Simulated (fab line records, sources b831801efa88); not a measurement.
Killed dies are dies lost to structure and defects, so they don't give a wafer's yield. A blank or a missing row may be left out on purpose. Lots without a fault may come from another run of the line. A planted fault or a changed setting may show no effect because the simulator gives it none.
fab line records | flow gf180mcu
record lots=5 wafers=23
route steps=602 shown V4@476 MIM@511 TOP_METAL@567
start_h: hours from the record's first day to the start of the lot's first wafer shown | wait_h: hours since the lot's step before | " the same as in the row above | L1.1+2: a row that stands for several wafers | - no value, or no start given | * or withheld: withheld | < > ~ a bound
route shown NAME@n: a module of which the file shows steps, and the number in the route of the first | usual: mean/standard deviation of fault-free wafers | same: alike in all rows | chamber/n: place in a boat | sites: the reading at each site | _std_site: their standard deviation | _edge_site: outer sites' mean less inner sites' | radius_mm: how far each site lies from the wafer's centre | mask NAME#n: copy n | behind: the tool/chamber that last shaped the wafer | hold: why the lot was held/for how many hours/how that ended | device: the transistor (n, p or np) that didn't switch | end of line: the same wafers' tests at the end of the route | a step without rows: its recipe alone | killed: dies lost to structure and defects at the first sort, not the wafer's yield | map: a wafer's dies, x killed, . not, _ none there
set.NAME: the setting as run; set.NAME@STEP: as run at that earlier step | model.NAME: the simulator's own value behind a step, which no gauge read
lots whose settings were changed on purpose; a table a step, a row a wafer
## steps
# step GF_V4_CVD_00
# recipe material=SiO2 target_thk_nm=600 sigma_open_frac=0.3 temp_c=400 time_s=100 sih4_flow_sccm=60 pressure_mtorr=6
# columns lot.wafer tool chamber start_h wait_h set.sih4_flow_sccm model.SiO2_of_V4_CVD_00.thk_nm
L079.1 hdpcvd-01 2 587.54 0.0 60 603.5
L079.3 " 1 " " 60 599
L079.4 " 0 " " 60 610.2
L079.5 " 2 " " 63.08 633.8
L079.6 " 1 " " 63.08 622.8
L081.1 hdpcvd-02 0 602.42 0.0 55.72 563.5
L081.2 " 1 " " 55.72 555.2
L081.3 " 2 " " 60 607
L081.5 " 0 " " 60 613.3
L081.6 " 1 " " 55.72 558.8
L080.1 hdpcvd-01 2 607.48 0.0 63.86 650.3
L080.2 " 0 " " 60 612.9
L080.3 " 1 " " 63.86 645
L080.4 " 0 " " 63.86 640.3
L080.5 " 2 " " 60 605.4
L082.1 hdpcvd-02 0 617.22 0.0 60 599.9
L082.2 " 1 " " 54.49 543.3
L082.3 " 2 " " 54.49 549.9
L082.4 " 1 " " 60 592.4
L082.5 " 2 " " 54.49 548.8
L085.3 hdpcvd-01 1 636.57 0.0 60 600
L085.4 " 1 " " 60 596.4
L085.6 " 0 " " 60 604
# step GF_V4_THK_MEAS_01
# recipe reads=SiO2_of_V4_CVD_00
# usual V4_CVD_00_THK=604/5.2
# columns lot.wafer tool chamber start_h wait_h set.sih4_flow_sccm@V4_CVD_00 V4_CVD_00_THK[nm]
L079.1 film_metro-02 - 587.61 0.0 60 603
L079.3 " - " " 60 599
L079.4 " - " " 60 610
L079.5 " - " " 63.08 634
L079.6 " - " " 63.08 623
L081.1 film_metro-01 - 602.49 0.0 55.72 563
L081.2 " - " " 55.72 555
L081.3 " - " " 60 607
L081.5 " - " " 60 613
L081.6 " - " " 55.72 559
L080.1 film_metro-02 - 607.55 0.0 63.86 650
L080.2 " - " " 60 613
L080.3 " - " " 63.86 645
L080.4 " - " " 63.86 640
L080.5 " - " " 60 605
L082.1 film_metro-02 - 617.29 0.0 60 600
L082.2 " - " " 54.49 543
L082.3 " - " " 54.49 550
L082.4 " - " " 60 592
L082.5 " - " " 54.49 549
L085.3 film_metro-01 - 636.66 0.1 60 600
L085.4 " - " " 60 596
L085.6 " - " " 60 604
# step GF_V4_EXPOSE_11
# recipe mask_id=Via4 target_cd_nm=260 na=0.68 source_shape=conventional sigma_outer=0.6 dose_mj=38
# columns lot.wafer tool chamber start_h wait_h mask set.dose_mj
L079.1+3+4+5+6 krf_scanner-01 0 - - Via4#0 38
L081.1+3+6 krf_scanner-02 0 - - Via4#0 35.79
L081.2+5 " 0 " " Via4#0 38
L080.1+2+3+4+5 krf_scanner-01 0 - - Via4#0 38
L082.1+2 krf_scanner-01 0 - - Via4#0 38
L082.3+4+5 " 0 " " Via4#0 39.51
L085.3+4+6 krf_scanner-02 0 - - Via4#0 38
# step GF_V4_PEB_12
# recipe peb_temp_c=135 peb_time_s=90 resist=KrF
# step GF_V4_DEVELOP_13
# recipe develop_time_s=60 resist=KrF dev_temp_c=21
# step GF_V4_CD_MEAS_14
# recipe target_cd_nm=260
# usual cd_nm=259.8/1.1
# columns lot.wafer tool chamber start_h wait_h set.dose_mj@V4_EXPOSE_11 cd_nm
L079.1 cd_sem-02 - 608.46 0.1 38 259.1
L079.3 " - " " 38 257.8
L079.4 " - " " 38 258.2
L079.5 " - " " 38 258.1
L079.6 " - " " 38 259.4
L081.1 cd_sem-01 - 623.16 0.1 35.79 251.2
L081.2 " - " " 38 260.6
L081.3 " - " " 35.79 251.9
L081.5 " - " " 38 260.5
L081.6 " - " " 35.79 251.7
L080.1 cd_sem-01 - 628.66 0.1 38 259.6
L080.2 " - " " 38 258.9
L080.3 " - " " 38 259.2
L080.4 " - " " 38 258.0
L080.5 " - " " 38 259.9
L082.1 cd_sem-02 - 638.51 0.1 38 262.0
L082.2 " - " " 38 262.3
L082.3 " - " " 39.51 266.5
L082.4 " - " " 39.51 267.2
L082.5 " - " " 39.51 267.0
L085.3 cd_sem-01 - 656.30 0.1 38 259.4
L085.4 " - " " 38 259.7
L085.6 " - " " 38 257.2
# step GF_V4_ETCH_16
# recipe chemistry=N2/H2 target_depth_a=withheld overetch_a=withheld time_s=withheld target=BARC ion_energy_ev=200 source_w=500 bias_w=100 pressure_mtorr=30 n2_flow_sccm=100 h2_flow_sccm=200
# columns lot.wafer tool chamber start_h wait_h set.ion_energy_ev set.dose_mj@V4_EXPOSE_11 model.V4.cd_nm
L079.1 rie_diel-01 2 608.62 0.0 200 38 260
L079.3 " 0 " " 222.4 38 257.5
L079.4 " 0 " " 200 38 257.6
L079.5 " 3 " " 222.4 38 257.9
L079.6 " 2 " " 200 38 260.9
L081.1 rie_diel-04 3 623.32 0.0 200 35.79 251.7
L081.2 " 0 " " 216 38 261.4
L081.3 " 2 " " 200 35.79 253.1
L081.5 " 1 " " 216 38 260.3
L081.6 " 2 " " 216 35.79 252.5
L080.1 rie_diel-04 1 628.81 0.0 200 38 259.1
L080.2 " 3 " " 214.4 38 258.7
L080.3 " 0 " " 214.4 38 259.6
L080.4 " 2 " " 200 38 258.8
L080.5 " 1 " " 200 38 259.6
L082.1 rie_diel-02 1 638.66 0.0 213.3 38 260.2
L082.2 " 0 " " 200 38 261.8
L082.3 " 3 " " 213.3 39.51 267.3
L082.4 " 2 " " 200 39.51 268.7
L082.5 " 2 " " 213.3 39.51 267.5
L085.3 rie_diel-01 2 656.42 0.0 200 38 260.6
L085.4 " 0 " " 200 38 259.1
L085.6 " 2 " " 200 38 258.7
# step GF_V4_ETCH_17
# recipe chemistry=C4F8/O2/Ar mask_material=KrF target=SiO2 stop_on=TiN source_w=1500 bias_w=1200 pressure_mtorr=40 c4f8_flow_sccm=withheld O2_flow_sccm=6 Ar_flow_sccm=300 time_s=withheld target_depth_a=6300
# columns lot.wafer tool chamber start_h wait_h set.dose_mj@V4_EXPOSE_11 model.V4.cd_nm
L079.1 rie_diel-01 2 - - 38 259.7
L079.3 " 0 " " 38 258.9
L079.4 " 0 " " 38 258.3
L079.5 " 3 " " 38 257.5
L079.6 " 2 " " 38 260.3
L081.1 rie_diel-04 3 - - 35.79 251
L081.2 " 0 " " 38 261.3
L081.3 " 2 " " 35.79 252.8
L081.5 " 1 " " 38 260.5
L081.6 " 2 " " 35.79 252.5
L080.1 rie_diel-04 1 - - 38 259.3
L080.2 " 3 " " 38 257.8
L080.3 " 0 " " 38 259.6
L080.4 " 2 " " 38 258.7
L080.5 " 1 " " 38 259.8
L082.1 rie_diel-02 1 - - 38 260.7
L082.2 " 0 " " 38 260.8
L082.3 " 3 " " 39.51 268.2
L082.4 " 2 " " 39.51 268.5
L082.5 " 2 " " 39.51 267.8
L085.3 rie_diel-01 2 - - 38 260.2
L085.4 " 0 " " 38 259.9
L085.6 " 2 " " 38 258.5
# step GF_V4_SPUTTER_22
# recipe material=TiN target_thk_nm=10 chamber_pressure_pa=5 power_w=4000 time_s=40
# columns lot.wafer tool chamber start_h wait_h set.time_s model.TiN_of_V4_SPUTTER_22.thk_nm
L079.1 pvd_sputter-04 - 609.37 0.0 40 9.717
L079.3 " - " " 40 9.973
L079.4 " - " " 40 9.94
L079.5 " - " " 40 9.977
L079.6 " - " " 40 10.03
L081.1 pvd_sputter-04 - 624.04 0.0 40 10.05
L081.2 " - " " 35.46 8.848
L081.3 " - " " 35.46 8.731
L081.5 " - " " 40 10.12
L081.6 " - " " 35.46 8.662
L080.1 pvd_sputter-02 - 629.55 0.0 44.86 10.91
L080.2 " - " " 40 9.657
L080.3 " - " " 40 9.828
L080.4 " - " " 44.86 11.08
L080.5 " - " " 40 9.749
L082.1 pvd_sputter-04 - 639.43 0.0 37.28 9.178
L082.2 " - " " 40 10.07
L082.3 " - " " 40 10.05
L082.4 " - " " 37.28 9.457
L082.5 " - " " 37.28 9.294
L085.3 pvd_sputter-03 - 657.15 0.0 40 10.19
L085.4 " - " " 40 10.07
L085.6 " - " " 40 10.11
# step GF_MIM_SPUTTER_08
# recipe material=AlCu target_thk_nm=200 power_w=10600 time_s=10.6 chamber_pressure_pa=0.4
# columns lot.wafer tool chamber start_h wait_h set.time_s model.AlCu_of_MIM_SPUTTER_08.thk_nm
L079.1 pvd_sputter-01 - 610.36 0.0 12.11 226.6
L079.3 " - " " 10.6 198.9
L079.4 " - " " 10.6 200.1
L079.5 " - " " 12.11 226.5
L079.6 " - " " 12.11 228.2
L081.1 pvd_sputter-02 - 625.03 0.0 10.6 201.2
L081.2 " - " " 10.6 204.6
L081.3 " - " " 10.6 201.8
L081.5 " - " " 10.6 201.6
L081.6 " - " " 10.6 202.5
L080.1 pvd_sputter-01 - 630.54 0.0 11.33 211.4
L080.2 " - " " 11.33 215.1
L080.3 " - " " 10.6 198.6
L080.4 " - " " 10.6 200.6
L080.5 " - " " 11.33 215.4
L082.1 pvd_sputter-01 - 640.41 0.0 10.6 198.6
L082.2 " - " " 10.6 199.1
L082.3 " - " " 11.64 219.4
L082.4 " - " " 11.64 218.1
L082.5 " - " " 10.6 197.8
L085.3+6 pvd_sputter-03 - 658.14 0.0 10.6 198.9
L085.4 " - " " 10.6 199.2
# step GF_MIM_SPUTTER_09
# recipe material=TiN target_thk_nm=35 power_w=6500 time_s=29.2 chamber_pressure_pa=0.4
# step GF_MIM_RS_MEAS_10
# recipe thk_meas_gauge=four-point-probe reads=TiN_of_MIM_SPUTTER_09+AlCu_of_MIM_SPUTTER_08+TiN_of_MIM_SPUTTER_07
# usual MIM_ALCU_RS=0.1608/0.0013
# columns lot.wafer tool chamber start_h wait_h set.time_s@MIM_SPUTTER_08 MIM_ALCU_RS[ohm/sq]
L079.1 film_metro-04 - 610.41 0.0 12.11 0.1406
L079.3 " - " " 10.6 0.1611
L079.4 " - " " 10.6 0.1601
L079.5 " - " " 12.11 0.1406
L079.6 " - " " 12.11 0.1396
L081.1 film_metro-02 - 625.08 0.0 10.6 0.1594
L081.2 " - " " 10.6 0.1566
L081.3 " - " " 10.6 0.1591
L081.5 " - " " 10.6 0.1592
L081.6 " - " " 10.6 0.1585
L080.1 film_metro-01 - 630.60 0.0 11.33 0.1511
L080.2 " - " " 11.33 0.1483
L080.3 " - " " 10.6 0.1613
L080.4 " - " " 10.6 0.1597
L080.5 " - " " 11.33 0.1482
L082.1 film_metro-01 - 640.47 0.0 10.6 0.1612
L082.2 " - " " 10.6 0.1609
L082.3 " - " " 11.64 0.1454
L082.4 " - " " 11.64 0.1460
L082.5 " - " " 10.6 0.1617
L085.3 film_metro-01 - 658.24 0.1 10.6 0.1610
L085.4 " - " " 10.6 0.1606
L085.6 " - " " 10.6 0.1607
# step GF_MIM_THK_MEAS_11
# recipe thk_meas_gauge=xrf reads=AlCu_of_MIM_SPUTTER_08
# usual MIM_ALCU_THK=201.0/2
# columns lot.wafer tool chamber start_h wait_h set.time_s@MIM_SPUTTER_08 MIM_ALCU_THK[nm]
L079.1 film_metro-04 - 610.53 0.1 12.11 230.3
L079.3 " - " " 10.6 201.5
L079.4 " - " " 10.6 202.3
L079.5 " - " " 12.11 230.2
L079.6 " - " " 12.11 231.4
L081.1 film_metro-02 - 625.20 0.1 10.6 204.2
L081.2 " - " " 10.6 206.3
L081.3 " - " " 10.6 203.3
L081.5 " - " " 10.6 203.5
L081.6 " - " " 10.6 205.2
L080.1 film_metro-01 - 630.72 0.1 11.33 214.3
L080.2 " - " " 11.33 217.0
L080.3 " - " " 10.6 200.5
L080.4 " - " " 10.6 203.3
L080.5 " - " " 11.33 217.8
L082.1 film_metro-01 - 640.59 0.1 10.6 201.9
L082.2 " - " " 10.6 201.6
L082.3 " - " " 11.64 220.9
L082.4 " - " " 11.64 220.9
L082.5 " - " " 10.6 200.1
L085.3 film_metro-01 - 658.34 0.1 10.6 201.4
L085.4 " - " " 10.6 201.7
L085.6 " - " " 10.6 200.3
# step GF_MIM_METAL_ETCH_19
# recipe chemistry=Cl2/BCl3 mask_material=NOVOLAK stop_on=Si3N4 target_depth_nm=324.5 pressure_mtorr=8 icp_w=800 bias_w=140 Cl2_flow_sccm=80 bcl3_flow_sccm=40 time_s=54.1
# columns lot.wafer tool chamber start_h wait_h set.icp_w model.NOVOLAK_of_MIM_COAT_14.thk_nm
L079.1+6 rie_metal-04 0 630.21 0.1 751.3 -
L079.3 " 0 " " 800 876.2
L079.4 " 1 " " 800 870.3
L079.5 " 1 " " 800 -
L081.1 rie_metal-01 1 644.91 0.1 800 868.8
L081.2 " 0 " " 800 869.2
L081.3 " 1 " " 760.1 873.6
L081.5 " 0 " " 800 869.5
L081.6 " 1 " " 760.1 875.2
L080.1 rie_metal-01 1 650.56 0.1 871.2 -
L080.2+5 " 0,1 " " 800 -
L080.3 " 1 " " 871.2 863.2
L080.4 " 0 " " 871.2 865.3
L082.1 rie_metal-01 1 659.51 0.1 712 882
L082.2 " 0 " " 800 868.6
L082.3 " 1 " " 712 -
L082.4 " 0 " " 800 -
L082.5 " 0 " " 800 871
L085.3 rie_metal-02 1 677.55 0.1 800 872.7
L085.4 " 0 " " 800 873.2
L085.6 " 0 " " 800 873.7
# step GF_MIM_STRIP_20
# recipe chemistry=O2/N2 power_w=1400 pressure_mtorr=1500 platen_temp_c=250 o2_flow_sccm=3000 n2_flow_sccm=300 overash_fraction=0.5
# usual strip_time_to_endpoint_s=11.22/0.061
# columns lot.wafer tool chamber start_h wait_h set.icp_w@MIM_METAL_ETCH_19 strip_time_to_endpoint_s
L079.1 plasma_asher-03 0 630.28 0.0 751.3 11.35
L079.3 " 1 " " 800 11.28
L079.4 " 0 " " 800 11.23
L079.5 " 0 " " 800 11.26
L079.6 " 1 " " 751.3 11.33
L081.1 plasma_asher-03 1 644.98 0.0 800 11.21
L081.2 " 0 " " 800 11.22
L081.3 " 0 " " 760.1 11.27
L081.5 " 0 " " 800 11.21
L081.6 " 1 " " 760.1 11.27
L080.1 plasma_asher-04 1 650.63 0.0 871.2 11.14
L080.2 " 0 " " 800 11.30
L080.3 " 0 " " 871.2 11.14
L080.4 " 1 " " 871.2 11.16
L080.5 " 0 " " 800 11.27
L082.1 plasma_asher-03 1 659.58 0.0 712 11.36
L082.2 " 0 " " 800 11.21
L082.3 " 0 " " 712 11.35
L082.4 " 1 " " 800 11.23
L082.5 " 1 " " 800 11.23
L085.3 plasma_asher-04 0 677.63 0.1 800 11.26
L085.4 " 1 " " 800 11.25
L085.6 " 0 " " 800 11.26
# step GF_TOP_METAL_SPUTTER_00
# recipe material=Ti target_thk_nm=37.5 arriving_ion_energy_ev=80 substrate_temp_c=200 chamber_pressure_pa=2 power_w=4000 time_s=150
# columns lot.wafer tool chamber start_h wait_h set.chamber_pressure_pa model.Ti_of_TOP_METAL_SPUTTER_00.thk_nm
L079.1 pvd_sputter-01 - 671.95 0.1 2.267 35.1
L079.3 " - " " 2.267 35.42
L079.4 " - " " 2.267 35.23
L079.5 " - " " 2.267 35.31
L079.6 " - " " 2.267 35.29
L081.1 pvd_sputter-03 - 687.31 0.1 1.741 41.29
L081.2 " - " " 1.741 41.03
L081.3 " - " " 1.741 41
L081.5 " - " " 1.741 40.89
L081.6 " - " " 1.741 40.9
L080.1 pvd_sputter-04 - 692.95 0.2 1.7 40.87
L080.2 " - " " 1.7 40.2
L080.3 " - " " 1.7 40.24
L080.4 " - " " 1.7 40.88
L080.5 " - " " 1.7 40.67
L082.1 pvd_sputter-04 - 701.41 0.2 1.904 37.62
L082.2 " - " " 1.904 38.46
L082.3 " - " " 1.904 38.18
L082.4 " - " " 1.904 37.92
L082.5 " - " " 1.904 37.64
L085.3 pvd_sputter-01 - 717.81 0.1 2 37.98
L085.4 " - " " 2 38.03
L085.6 " - " " 2 37.68
# step GF_TOP_METAL_SPUTTER_04
# recipe material=TiN target_thk_nm=25 power_w=6500 time_s=20.8 chamber_pressure_pa=0.4
# columns lot.wafer tool chamber start_h wait_h set.power_w model.TiN_of_TOP_METAL_SPUTTER_04.thk_nm
L079.1 pvd_sputter-01 - 672.14 0.0 6301 24.52
L079.3 " - " " 6500 24.95
L079.4 " - " " 6301 24.26
L079.5 " - " " 6500 25.12
L079.6 " - " " 6500 24.8
L081.1 pvd_sputter-03 - 687.50 0.0 5787 22.09
L081.2 " - " " 6500 24.95
L081.3 " - " " 6500 24.94
L081.5 " - " " 6500 24.89
L081.6 " - " " 5787 22.11
L080.1 pvd_sputter-04 - 693.14 0.0 7242 27.32
L080.2 " - " " 6500 24.75
L080.3 " - " " 7242 27.29
L080.4 " - " " 6500 24.32
L080.5 " - " " 6500 24.59
L082.1 pvd_sputter-04 - 701.60 0.0 6500 25.25
L082.2 " - " " 7201 27.7
L082.3 " - " " 6500 25.15
L082.4 " - " " 7201 27.87
L082.5 " - " " 6500 24.79
L085.3 pvd_sputter-01 - 718.01 0.0 6500 25.36
L085.4 " - " " 6500 25.11
L085.6 " - " " 6500 25.59
# step GF_TOP_METAL_EXPOSE_11
# recipe mask_id=MetalTop target_cd_nm=440 na=0.6 source_shape=conventional sigma_outer=0.6 dose_mj=170
# columns lot.wafer tool chamber start_h wait_h mask set.dose_mj
L079.1+3+4+5+6 iline_stepper-02 0 - - MetalTop#0 170
L081.1+2+5 iline_stepper-01 0 - - MetalTop#0 178.6
L081.3+6 " 0 " " MetalTop#0 170
L080.1+2+3+4+5 iline_stepper-01 0 - - MetalTop#0 170
L082.1+4 iline_stepper-01 0 - - MetalTop#0 157.7
L082.2+3+5 " 0 " " MetalTop#0 170
L085.3+4+6 iline_stepper-02 0 - - MetalTop#0 170
# step GF_TOP_METAL_PEB_12
# recipe temp_c=withheld time_s=* resist=NOVOLAK
# step GF_TOP_METAL_DEVELOP_13
# recipe develop_time_s=60 dev_temp_c=23
# step GF_TOP_METAL_CD_MEAS_14
# recipe target_cd_nm=440
# usual cd_nm=439.3/2
# columns lot.wafer tool chamber start_h wait_h set.dose_mj@TOP_METAL_EXPOSE_11 cd_nm
L079.1 cd_sem-01 - 691.71 0.1 170 436.5
L079.3 " - " " 170 438.0
L079.4 " - " " 170 435.0
L079.5 " - " " 170 436.7
L079.6 " - " " 170 435.3
L081.1 cd_sem-02 - 705.96 0.1 178.6 425.4
L081.2 " - " " 178.6 427.4
L081.3 " - " " 170 440.5
L081.5 " - " " 178.6 426.0
L081.6 " - " " 170 437.7
L080.1 cd_sem-01 - 712.06 0.1 170 443.2
L080.2 " - " " 170 443.3
L080.3 " - " " 170 445.0
L080.4 " - " " 170 442.5
L080.5 " - " " 170 445.0
L082.1 cd_sem-01 - 720.11 0.1 157.7 461.9
L082.2 " - " " 170 439.2
L082.3 " - " " 170 438.0
L082.4 " - " " 157.7 459.0
L082.5 " - " " 170 437.5
L085.3 cd_sem-02 - 735.00 0.1 170 437.2
L085.4 " - " " 170 438.1
L085.6 " - " " 170 439.1
# step GF_TOP_METAL_METAL_ETCH_16
# recipe chemistry=Cl2/BCl3 mask_material=NOVOLAK target_depth_nm=1077.5 stop_on=SiO2 pressure_mtorr=8 icp_w=800 bias_w=140 Cl2_flow_sccm=80 bcl3_flow_sccm=40 time_s=179.6
# columns lot.wafer tool chamber start_h wait_h set.dose_mj@TOP_METAL_EXPOSE_11 model.TOP_METAL.cd_nm
L079.1 rie_metal-02 0 691.87 0.0 170 431.3
L079.3 " 1 " " 170 426.6
L079.4 " 0 " " 170 427.7
L079.5 " 0 " " 170 429.8
L079.6 " 1 " " 170 426.7
L081.1 rie_metal-02 0 706.11 0.0 178.6 422.1
L081.2 " 1 " " 178.6 413.1
L081.3 " 0 " " 170 435.7
L081.5 " 0 " " 178.6 424.7
L081.6 " 1 " " 170 428.9
L080.1 rie_metal-02 0 712.22 0.0 170 437.7
L080.2 " 1 " " 170 437
L080.3 " 0 " " 170 441.2
L080.4 " 1 " " 170 440.8
L080.5 " 1 " " 170 437.1
L082.1 rie_metal-02 1 720.27 0.0 157.7 454.6
L082.2 " 0 " " 170 436.5
L082.3 " 1 " " 170 431.6
L082.4 " 0 " " 157.7 455
L082.5 " 0 " " 170 435.7
L085.3 rie_metal-03 1 735.23 0.1 170 433.2
L085.4 " 1 " " 170 432.9
L085.6 " 1 " " 170 433
## key
split step=GF_V4_CVD_00 setting=sih4_flow_sccm stated=60 by=wafer
response step=GF_V4_CVD_00 reading=model.SiO2_of_V4_CVD_00.thk_nm change=+5.75 per=1% r=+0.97
response step=GF_V4_THK_MEAS_01 reading=V4_CVD_00_THK change=+5.79 per=1% r=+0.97
split step=GF_V4_EXPOSE_11 setting=dose_mj stated=38 by=wafer
response step=GF_V4_CD_MEAS_14 reading=cd_nm change=+1.43 per=1% r=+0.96
response step=GF_V4_ETCH_16 reading=model.V4.cd_nm change=+1.53 per=1% r=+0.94
response step=GF_V4_ETCH_17 reading=model.V4.cd_nm change=+1.63 per=1% r=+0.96
split step=GF_V4_ETCH_16 setting=ion_energy_ev stated=200 by=wafer
response none clear
split step=GF_V4_SPUTTER_22 setting=time_s stated=40 by=wafer
response step=GF_V4_SPUTTER_22 reading=model.TiN_of_V4_SPUTTER_22.thk_nm change=+0.11 per=1% r=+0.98
split step=GF_MIM_SPUTTER_08 setting=time_s stated=10.6 by=wafer
response step=GF_MIM_SPUTTER_08 reading=model.AlCu_of_MIM_SPUTTER_08.thk_nm change=+1.99 per=1% r=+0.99
response step=GF_MIM_RS_MEAS_10 reading=MIM_ALCU_RS change=-0.0015 per=1% r=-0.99
response step=GF_MIM_THK_MEAS_11 reading=MIM_ALCU_THK change=+2.03 per=1% r=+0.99
split step=GF_MIM_METAL_ETCH_19 setting=icp_w stated=800 by=wafer
response step=GF_MIM_METAL_ETCH_19 reading=model.NOVOLAK_of_MIM_COAT_14.thk_nm change=-1.09 per=1% r=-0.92
response step=GF_MIM_STRIP_20 reading=strip_time_to_endpoint_s change=* per=1% r=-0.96
split step=GF_TOP_METAL_SPUTTER_00 setting=chamber_pressure_pa stated=2 by=lot
response step=GF_TOP_METAL_SPUTTER_00 reading=model.Ti_of_TOP_METAL_SPUTTER_00.thk_nm change=-0.2 per=1% r=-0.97
split step=GF_TOP_METAL_SPUTTER_04 setting=power_w stated=6500 by=wafer
response step=GF_TOP_METAL_SPUTTER_04 reading=model.TiN_of_TOP_METAL_SPUTTER_04.thk_nm change=+0.249 per=1% r=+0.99
split step=GF_TOP_METAL_EXPOSE_11 setting=dose_mj stated=170 by=wafer
response step=GF_TOP_METAL_CD_MEAS_14 reading=cd_nm change=-2.89 per=1% r=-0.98
response step=GF_TOP_METAL_METAL_ETCH_16 reading=model.TOP_METAL.cd_nm change=-2.67 per=1% r=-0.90
